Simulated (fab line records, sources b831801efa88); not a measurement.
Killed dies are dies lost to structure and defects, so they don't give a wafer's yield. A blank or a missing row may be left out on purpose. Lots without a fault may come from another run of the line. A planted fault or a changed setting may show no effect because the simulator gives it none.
Which tool did it? | flow sky130 | 15 lots, 45 wafers sampled, at 2 steps of a route of 708

WHAT THE GAUGES READ, wafer by wafer
SKY_VIA2_RS_MEAS_22: measures by four-point-probe. Usual: VIA2_W_RS 0.273 ohm/sq, standard deviation 0.0031.
lot  | measured     | on            | VIA2_W_RS (ohm/sq) | flag
L628 | day 36 22:14 | film_metro-03 | 0.273 0.278 0.278  |
L627 | day 37 00:24 | film_metro-01 | 0.271 0.272 0.276  |
L629 | day 37 05:25 | film_metro-03 | 0.270 0.268 0.274  |
L630 | day 37 07:04 | film_metro-03 | 0.273 0.271 0.274  |
L632 | day 37 20:17 | film_metro-01 | 0.274 0.278 0.273  |
L633 | day 38 09:07 | film_metro-04 | 0.273 0.274 0.273  |
L634 | day 38 20:00 | film_metro-04 | 0.275 0.276 0.276  |
L637 | day 39 16:02 | film_metro-01 | 0.275 0.270 0.271  |
L642 | day 40 23:54 | film_metro-04 | 0.269 0.268 0.272  |
L643 | day 41 10:05 | film_metro-04 | 0.277 0.272 0.275  |
L644 | day 41 13:49 | film_metro-04 | 0.271 0.273 0.279  |
L647 | day 42 05:19 | film_metro-04 | 0.274 0.274 0.272  |
L648 | day 42 11:37 | film_metro-04 | 0.272 0.278 0.270  |
L649 | day 42 22:08 | film_metro-03 | 0.274 0.277 0.274  |
L650 | day 43 01:31 | film_metro-04 | 0.272 0.273 0.274  |

WHICH TOOL RAN EACH LOT (tool, then ch and the chambers of the sampled wafers, then the start)
lot  | SKY_METAL2_ETCH_18
L628 | rie_metal-01 ch 0,1, day 35 17:56
L627 | rie_metal-01 ch 0,1, day 35 19:58
L629 | rie_metal-03 ch 0,1, day 36 01:06
L630 | rie_metal-02 ch 0,1, day 36 02:39
L632 | rie_metal-02 ch 0,1, day 36 17:33
L633 | rie_metal-01 ch 0, day 37 06:04
L634 | rie_metal-02 ch 0,1, day 37 16:18
L637 | rie_metal-03 ch 0,1, day 38 14:10
L642 | rie_metal-02 ch 0, day 39 21:49
L643 | rie_metal-01 ch 0,1, day 40 08:11
L644 | rie_metal-02 ch 0,1, day 40 11:53
L647 | rie_metal-03 ch 0,1, day 41 02:56
L648 | rie_metal-01 ch 0, day 41 09:34
L649 | rie_metal-02 ch 0,1, day 41 21:52
L650 | rie_metal-03 ch 0,1, day 42 01:58
- SKY_METAL2_ETCH_18: etches BARC in N2/H2, stops on SiO2, time 45.9 s, target depth 60 nm.

WHAT THE TOOLS THEMSELVES READ (means of the sampled wafers that have a number; where no wafer has one, the mark that the record gives instead)
SKY_METAL2_ETCH_18. Usual: drypump_motor_current_A 6.0 A, standard deviation 0.33; oes_product_au 0.856 a.u., standard deviation 0.0044; throttle_valve_pct 13.224 %, standard deviation 0.01.
lot  | tool         | drypump_motor_current_A (A) | oes_product_au (a.u.) | throttle_valve_pct (%) | flag
L628 | rie_metal-01 | 5.9                         | 0.857                 | 13.219                 |
L627 | rie_metal-01 | 5.9                         | 0.854                 | 13.219                 |
L629 | rie_metal-03 | 6.3                         | 0.854                 | 13.223                 |
L630 | rie_metal-02 | 5.8                         | 0.857                 | 13.228                 |
L632 | rie_metal-02 | 5.8                         | 0.857                 | 13.227                 |
L633 | rie_metal-01 | 5.7                         | 0.854                 | 13.226                 |
L634 | rie_metal-02 | 6.1                         | 0.850                 | 13.221                 |
L637 | rie_metal-03 | 6.3                         | 0.861                 | 13.225                 |
L642 | rie_metal-02 | 6.2                         | 0.852                 | 13.222                 |
L643 | rie_metal-01 | 5.9                         | 0.849                 | 13.213                 |
L644 | rie_metal-02 | 5.8                         | 0.853                 | 13.227                 |
L647 | rie_metal-03 | 6.4                         | 0.855                 | 13.213                 |
L648 | rie_metal-01 | 5.7                         | 0.857                 | 13.212                 |
L649 | rie_metal-02 | 6.0                         | 0.856                 | 13.226                 |
L650 | rie_metal-03 | 6.4                         | 0.859                 | 13.217                 |

THE ANSWER, worked out from the rows above alone
Rule: a lot is off if the mean of its wafers that have a number lies more than 3 standard deviations from the usual mean. A lot without any number at a reading at which 4 lots or more have one is off too. The other lots that the step has rows for count as sound. The gauges are gone through in route order, then the tools' own readings, and for those a lot's mean is taken as printed above. The first step at which some lot is off is used, and at that step the reading that is off furthest; a lot without a number counts as furthest.
No lot is off at any reading shown: from this, nothing can be told.

WHAT THE SIMULATOR HAD PUT IN
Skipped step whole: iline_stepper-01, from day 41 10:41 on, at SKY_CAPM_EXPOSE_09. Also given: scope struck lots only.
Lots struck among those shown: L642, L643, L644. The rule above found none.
